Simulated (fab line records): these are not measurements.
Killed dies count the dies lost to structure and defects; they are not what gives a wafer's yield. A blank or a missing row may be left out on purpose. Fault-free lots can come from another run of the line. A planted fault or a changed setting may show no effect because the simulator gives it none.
8D (eight disciplines) problem report, filled in by code / flow sky130 / the parts of the form that need people (team, actions taken, sign-off) are left out

1. WHAT IS WRONG
Across 3 wafers from 3 lots, CONTACT_W_RS at SKY_CONTACT_RS_MEAS_25 averages 0.180 ohm/sq, while fault-free wafers read 0.336 ohm/sq with a standard deviation of 0.0031. Relative to the usual mean, that is a shift of -50 standard deviations.
The step: measures by four-point-probe.
First observed at day 34 23:52: wafer L638.3, on film metro-03. Wafers with a number at this step in the record: 33, from 12 lots. Rule for "out", or "out of limits": more than 4 standard deviations from the usual mean. The rest of the wafers with a number are treated as sound.

2. WHAT IT IS, AND WHAT IT ISN'T
question=which readings at this step | is=CONTACT_W_RS | is not=-
question=which lots | is=L638, L639, L641 | is not=L633, L640, L644, L648, L649, L650, L651, L653, L654
question=which wafers of those lots | is=L638.3, L639.3, L641.3 | is not=L638.1, L639.1, L641.6
question=read on which gauges | is=film metro-03, film metro-04 | is not=film metro-01
question=when | is=from day 34 23:52 | is not=up to then (4 sound wafers); but 26 sound wafers of L639, L640, L641, L644, L648, L649, L650, L651, L653, L654 came after

3. SUSPECTS, AND WHAT RULES EACH OUT
Counting: any tool at a process step up to the reading remains a suspect provided it ran every lot that is out. Sound lots after the first of them don't rule it out here, since some wafers of a struck lot are sound.
- ruled out: the gauge at SKY_CONTACT_RS_MEAS_25. 2 gauges (film metro-03, film metro-04) read the wafers that are out.
- cvd w-01 at SKY_CONTACT_CVD_24 (deposits W, target thk 340 nm, time 102.12 s): kept. It ran every lot that is out, first L638 (day 34 23:45); its last sound lot up to then is L633 (day 32 21:26).
Remaining after the count: cvd w-01 at SKY_CONTACT_CVD_24.

4. THE CAUSE (what the simulator had put in)
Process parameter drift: cvd w-01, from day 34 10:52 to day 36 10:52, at SKY_CONTACT_CVD_24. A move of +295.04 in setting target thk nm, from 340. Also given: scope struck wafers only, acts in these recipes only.
Only this tool survived the counting.

5. SEQUENCE OF EFFECTS, ordered by route
Each row: a reading where the mean over the struck wafers with a number is more than 3 standard deviations away from the usual. Scope: only readings with a usual standard deviation given in the record; hours: median across lots of the time from each lot's start at the first step in this table that gives one to its start at this step; sigmas: change in usual standard deviations.
hours=0; step=SKY_CONTACT_RS_MEAS_25; reading=CONTACT_W_RS; usual=0.336 ohm/sq; on struck wafers=0.180; change=-0.156; sigmas=-50
hours=0; step=SKY_CONTACT_CMP_27; reading=time to endpoint s; usual=82.8 s; on struck wafers=155.0; change=+72.2; sigmas=+28
The process steps in it:
- SKY_CONTACT_CMP_27: polishes, stops on SiO2, t overpolish 15 s, target thk 0 nm.
Readings that are blank on the struck wafers while sound wafers have them: CONTACT_W_THK at SKY_CONTACT_THK_MEAS_26.

6. HOW IT WOULD HAVE BEEN CAUGHT EARLIER
13 hours passed between the start of the fault at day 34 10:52 and the first reading out of limits at a measuring or inspecting step in this record, taken at day 34 23:52.
No tool reading at SKY_CONTACT_CVD_24 that has a usual standard deviation in the record was out on any struck wafer, so an alarm limit of 4 standard deviations on those readings would not have fired.
L639, L641, from the lots that are out (3), started SKY_CONTACT_CVD_24 on cvd w-01 later than day 34 23:52. A hold on the tool at that time would have spared those 2.
